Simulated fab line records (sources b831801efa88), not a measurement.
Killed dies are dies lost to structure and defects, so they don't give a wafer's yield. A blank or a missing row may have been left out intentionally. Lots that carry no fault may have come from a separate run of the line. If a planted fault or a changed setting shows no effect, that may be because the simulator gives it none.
The tool behind it: which one? / flow gf180mcu / at 1 step of a route of 602, 12 lots with 36 wafers sampled

WHAT THE GAUGES READ, wafer by wafer
GF_DUAL_GATE_THK_MEAS_03.
lot=L075; measured=day 8 04:48; on=filmMetro-02; DUAL_GATE_OXIDATION_00_THK (nm)=10.73 10.80 10.65
lot=L077; measured=day 8 15:49; on=filmMetro-03; DUAL_GATE_OXIDATION_00_THK (nm)=10.96 10.94 10.88
lot=L079; measured=day 8 20:37; on=filmMetro-03; DUAL_GATE_OXIDATION_00_THK (nm)=10.68 10.71 10.89
lot=L081; measured=day 9 21:10; on=filmMetro-02; DUAL_GATE_OXIDATION_00_THK (nm)=10.93 11.18 11.12
lot=L083; measured=day 10 04:04; on=filmMetro-01; DUAL_GATE_OXIDATION_00_THK (nm)=10.76 10.76 10.87
lot=L085; measured=day 10 17:54; on=filmMetro-02; DUAL_GATE_OXIDATION_00_THK (nm)=10.89 11.20 11.02
lot=L087; measured=day 11 08:22; on=filmMetro-01; DUAL_GATE_OXIDATION_00_THK (nm)=10.77 10.98 10.94
lot=L089; measured=day 11 19:20; on=filmMetro-01; DUAL_GATE_OXIDATION_00_THK (nm)=10.81 11.06 10.99
lot=L091; measured=day 12 09:34; on=filmMetro-01; DUAL_GATE_OXIDATION_00_THK (nm)=10.99 10.90 10.87
lot=L093; measured=day 12 23:55; on=filmMetro-03; DUAL_GATE_OXIDATION_00_THK (nm)=11.00 11.00 11.13
lot=L095; measured=day 13 14:16; on=filmMetro-03; DUAL_GATE_OXIDATION_00_THK (nm)=11.17 11.13 11.14
lot=L097; measured=day 14 05:22; on=filmMetro-03; DUAL_GATE_OXIDATION_00_THK (nm)=10.97 11.08 10.92

WHICH TOOL RAN EACH LOT (tool, then ch and the chambers of the sampled wafers, then the start)
There is no process step in the record ahead of these readings.

THE ANSWER, worked out from the rows above alone
Rule: usual is defined by the lots themselves. The widest of any qualifying gaps counts: lots, ordered by their means at a reading, are off when they make up no more than a third of the lots, leave a main group of 4 or more, and stand apart from it by 3 or more times the standard deviation of that group's means. A main group whose means are all the same, to the digits that the tables above print for the reading, isn't used. A lot without any number at a reading at which 4 lots or more have one is off too. Any other lot the step has rows for is counted as sound.
No lot is off on any of the readings shown, so nothing can be concluded from this.

WHAT THE SIMULATOR HAD PUT IN
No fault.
